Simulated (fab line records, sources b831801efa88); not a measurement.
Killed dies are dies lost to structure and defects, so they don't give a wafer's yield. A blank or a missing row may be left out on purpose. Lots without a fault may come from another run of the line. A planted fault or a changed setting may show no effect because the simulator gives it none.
One fault seen from 2 desks | flow sky130 | each desk has only its own numbers; what lay behind them comes last

THE METROLOGY DESK
What the gauges read, lot by lot, whatever tool the lot ran on: means of the sampled wafers that have a number. A lot is out of limits, marked OUT, if its mean lies more than 4 standard deviations from the usual mean; the brackets give that distance.
Columns: A = LDD_N_OVL at SKY_LDD_N_OVL_MEAS_07, usual 0.4 nm; B = LDD_HVP_OVL at SKY_LDD_HVP_OVL_MEAS_07, usual -1.1 nm; C = SD_N_RS at SKY_SD_N_RS_MEAS_16, usual 68.56 ohm/sq
lot  | first seen here | A    | B    | C
L951 | day 18 00:19    | 0.1  | -0.2 | 68.63
L952 | day 18 16:16    | 1.5  | -0.7 | 68.56
L953 | day 19 04:40    | 1.1  | -2.9 | 68.55
L954 | day 19 05:43    | 0.7  | -2.5 | 69.48 (+7.7) OUT
L956 | day 20 04:14    | 1.4  | 0.3  | 69.78 (+10) OUT
L957 | day 20 10:15    | 0.5  | -2.4 | 70.05 (+12) OUT
L964 | day 23 02:31    | 0.8  | -0.6 | 68.44
L965 | day 23 03:07    | -1.0 | -1.4 | 68.46
L968 | day 24 14:19    | -0.0 | -2.0 | 68.59
L969 | day 24 21:34    | 0.8  | 1.5  | 68.41
L970 | day 25 05:13    | 0.6  | -2.8 | 68.57
L971 | day 25 07:20    | -1.1 | -1.6 | 68.52
This desk's finding: out of limits on L954, L956, L957; first on L954, day 29 15:04 (SD_N_RS at SKY_SD_N_RS_MEAS_16). In limits: L951, L952, L953, L964, L965, L968, L969, L970, L971.

THE TOOL OWNER'S DESK: implanter-04
The tool's own readings at SKY_SD_N_IMPLANT_09: means of the sampled wafers that have a number, for each lot that ran on this tool. A lot is out of limits, marked OUT, if its mean lies more than 4 standard deviations from the usual mean; the brackets give that distance.
Columns: A = beam_on_s at SKY_SD_N_IMPLANT_09, usual 19.8 s; B = faraday_current_uA at SKY_SD_N_IMPLANT_09, usual 11092
lot  | first seen here | A    | B
L952 | day 28 17:23    | 19.7 | 11121
L953 | day 29 07:07    | 20.2 | 10900
L954 | day 29 14:23    | 18.7 | 11938
L956 | day 30 02:52    | 17.9 | 12402
L957 | day 30 08:35    | 18.2 | 12234
L964 | day 32 18:46    | 20.7 | 10591
L968 | day 34 04:28    | 20.2 | 10844
L969 | day 34 11:41    | 20.1 | 10915
This desk's finding: nothing out of limits on any of the 8 lots.

PUT TOGETHER
The metrology desk could have raised an alarm at day 29 15:04, on L954, L956, L957.
The tool owner's desk saw nothing out of limits.
The tool owner's desk has L954, L956, L957 on record, within its limits.
Of the lots named, all ran SKY_SD_N_IMPLANT_09 on implanter-04.

WHAT THE SIMULATOR HAD PUT IN
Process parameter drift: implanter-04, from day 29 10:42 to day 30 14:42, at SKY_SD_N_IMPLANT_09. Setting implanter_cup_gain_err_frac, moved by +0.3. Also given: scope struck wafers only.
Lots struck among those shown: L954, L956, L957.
Hours from the fault's start to each desk's first reading out of limits: the metrology desk, 4.
